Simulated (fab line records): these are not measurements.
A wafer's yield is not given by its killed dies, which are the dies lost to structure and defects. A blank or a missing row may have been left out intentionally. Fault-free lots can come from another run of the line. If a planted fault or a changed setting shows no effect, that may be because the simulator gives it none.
A lot that was struck, set against a sound lot ; flow sky130 ; 43 out of 708 route steps
Sound: the wafers L639.1, L639.2, L639.4. Struck: wafer L648.1 (L648.2, L648.4, from the same lot, were not struck and are left out); the cause is given at the end.
For every step that has rows: the tool of each side, followed by ch and its chambers, followed by its first start. Under that, the readings that differ: sound wafers ; struck wafers ; difference of the means ; sigmas: that difference in standard deviations of wafers without a fault.
alike: readings whose means differ by less than 2 such deviations, and words and numbers that are the same on both sides. not compared: withheld readings, readings that some wafer has no value for, bounds like >300 that may hide the same value, and numbers for which the record gives no deviation and whose values overlap.
The two part at a step that has a row with sigmas, a row that says differs or no value, or rows on one side only. Numbers that have no deviation but don't overlap get no sigmas and don't part them. A reading missing from all wafers of one side parts the sides only when that side holds two or more wafers.

first, 5 steps without rows for these wafers: SKY_VIA3_STRIP_16 (strips in O2/N2); SKY_VIA3_STRIP_17 (strips in post etch residue remover, time 1200 s); SKY_VIA3_CLEAN_18 (cleans in IPA, time 180 s); SKY_VIA3_CLEAN_19 (cleans in O3/DIW); SKY_VIA3_SPUTTER_20 (material TiN, target thk 20 nm, time 80 s).
SKY_VIA3_CVD_21: deposits W, target thk 390 nm, time 117.31 s.
  sound on cvd-w-02 ch 0,1, day 41 14:37; struck on cvd-w-01 ch 1, day 44 05:11
  alike: chamber-pressure-Torr, heater-power-w
SKY_VIA3_RS_MEAS_22: a four-point-probe measurement.
  struck on film-metro-01, day 44 05:26; sound on film-metro-01, day 41 14:45
reading;sound;struck;difference;sigmas
VIA3_W_RS (ohm/sq);0.296 0.293 0.295;0.304;+0.009;+3
SKY_VIA3_THK_MEAS_23: measures by xrf.
  struck on film-metro-01, day 44 05:34; sound on film-metro-01, day 41 14:52
  alike: VIA3_W_THK
SKY_VIA3_CMP_24: polishes, stops on SiO2, t overpolish 20 s, target thk 0 nm.
  sound on cmp-01 ch 0,2,3, day 41 14:56; struck on cmp-01 ch 3, day 44 05:37
  alike: edge-zone-pressure-frac, motor-current-A, overpolish-run-s, time-to-endpoint-s
SKY_METAL4_SPUTTER_00: material Ti, target thk 15 nm, time 10 s.
  struck on pvd-sputter-03, day 44 05:55; sound on pvd-sputter-02, day 41 15:14
  alike: throttle-valve-pct
then, 2 steps without rows for these wafers: SKY_METAL4_SPUTTER_01 (material TiN, target thk 20 nm, time 16.7 s); SKY_METAL4_SPUTTER_02 (material AlCu, target thk 735 nm, time 39.1 s).
SKY_METAL4_SPUTTER_03: material Ti, target thk 5 nm, time 3.3 s.
  struck on pvd-sputter-03, day 44 06:00; sound on pvd-sputter-02, day 41 15:19
  alike: throttle-valve-pct
then, 1 step without rows for these wafers: SKY_METAL4_SPUTTER_04 (material TiN, target thk 70 nm, time 58.3 s).
SKY_CAP2M_CVD_00: deposits SiO2, target thk 15.5 nm.
  sound on pecvd-03 ch 1,2, day 41 15:23; struck on pecvd-04 ch 1, day 44 06:04
  alike: heater-power-w
SKY_CAP2M_THK_MEAS_01:
  struck on film-metro-04, day 44 06:05; sound on film-metro-01, day 41 15:24
  alike: CAP2M_CVD_00_THK
then, 1 step without rows for these wafers: SKY_CAP2M_SPUTTER_02 (material TiN, target thk 200 nm, time 166.7 s).
SKY_CAP2M_RS_MEAS_03: a four-point-probe measurement.
  struck on film-metro-01, day 44 06:16; sound on film-metro-04, day 41 15:34
  alike: CAP2M_TIN_RS
SKY_CAP2M_THK_MEAS_04: measures by xrf.
  struck on film-metro-01, day 44 06:23; sound on film-metro-04, day 41 15:41
  alike: CAP2M_TIN_THK
then, 7 steps without rows for these wafers: SKY_CAP2M_DEHYDRATE_05 (time 60 s); SKY_CAP2M_HMDS_06 (prime time 60 s); SKY_CAP2M_COAT_07 (resist thk 1140 nm); SKY_CAP2M_SOFTBAKE_08 (time 60 s); SKY_CAP2M_EXPOSE_09 (exposes mask CAP2M, target cd 1000 nm); SKY_CAP2M_PEB_10; SKY_CAP2M_DEVELOP_11 (develop time 60 s).
SKY_CAP2M_OVL_MEAS_12:
  struck on overlay-02, day 45 04:47; sound on overlay-02, day 42 14:49
  alike: CAP2M_OVL
SKY_CAP2M_METAL_ETCH_13: etches TiN in Cl2/BCl3, stops on SiO2, target depth 220 nm, time 62.9 s.
  sound on rie-metal-03 ch 0,1, day 42 14:50; struck on rie-metal-02 ch 0, day 45 04:50
  alike: chamber-pressure-mTorr, drypump-motor-current-A, mfc-cl2-sccm, oes-product-au, throttle-valve-pct
  not compared: rf-hours-counter-h
then, 12 steps without rows for these wafers: SKY_CAP2M_STRIP_14 (strips in O2/N2); SKY_CAP2M_STRIP_15 (strips in post etch residue remover, time 1200 s); SKY_CAP2M_CLEAN_16 (cleans in IPA, time 180 s); SKY_CAP2M_CLEAN_17 (cleans in O3/DIW); SKY_METAL4_DEHYDRATE_05 (time 60 s); SKY_METAL4_HMDS_06 (prime time 60 s); SKY_METAL4_COAT_07 (resist thk 60 nm); SKY_METAL4_COAT_08 (resist thk 1140 nm); SKY_METAL4_SOFTBAKE_09 (time 90 s); SKY_METAL4_EXPOSE_10 (exposes mask MM4, target cd 300 nm); SKY_METAL4_PEB_11; SKY_METAL4_DEVELOP_12 (develop time 60 s).
SKY_METAL4_CD_MEAS_13: target cd 300 nm.
  struck on cd-sem-02, day 46 03:34; sound on cd-sem-02, day 43 15:16
  alike: cd-nm
SKY_METAL4_OVL_MEAS_14:
  struck on overlay-02, day 46 03:41; sound on overlay-02, day 43 15:23
  alike: METAL4_OVL
-- the record jumps here: 4 days lie between the struck wafers' starts before and after (it left off in module METAL4 and takes up again in module PAD_OPEN, whose first step shown is number 708 of the route) --
SKY_PAD_OPEN_PROBE_99:
  struck on prober-02, day 49 18:29; sound on prober-02, day 47 15:32
reading;sound;struck;difference;sigmas
hold;- - -;await-dispo/3.3h/release;no value on the sound wafers;
defect-limited-yield (%);81.9 81.7 82.7;75.4;-6.7;-4
killed_at_M0_to_M3;46 49 49;23;-25;-4
killed_at_M4_up;4 5 4;55;+51;+32
killed-dies;89 90 85;121;+33;+4
sort_bin_3_pad_short (%);0.6 1.2 1.0;3.3;+2.4;+6
sort_bin_5_function (%);10.0 9.6 10.4;15.7;+5.7;+4
sort-n-pass;403 402 407;371;-33;-4
sort-yield-pct (%);81.9 81.7 82.7;75.4;-6.7;-4
model.etest.tester.sort-n-pass;403 402 407;371;-33;
model.etest.tester.sort-yield-pct (%);81.91 81.71 82.72;75.41;-6.70;
model.etest.tester.sort_bin_5_pct (%);9.959 9.553 10.37;15.65;+5.69;
model.etest.tester.sort_bin_3_pct (%);0.6098 1.22 1.016;3.252;+2.303;
  alike: killed-at-contacts, killed-at-front-end, killed-at-other, killed-open, killed-short, sort_bin_6_memory

== WHERE THEY PART ==
At SKY_VIA3_RS_MEAS_22 first; at SKY_PAD_OPEN_PROBE_99 last (within this record only).

WHY: whatever the simulator had introduced
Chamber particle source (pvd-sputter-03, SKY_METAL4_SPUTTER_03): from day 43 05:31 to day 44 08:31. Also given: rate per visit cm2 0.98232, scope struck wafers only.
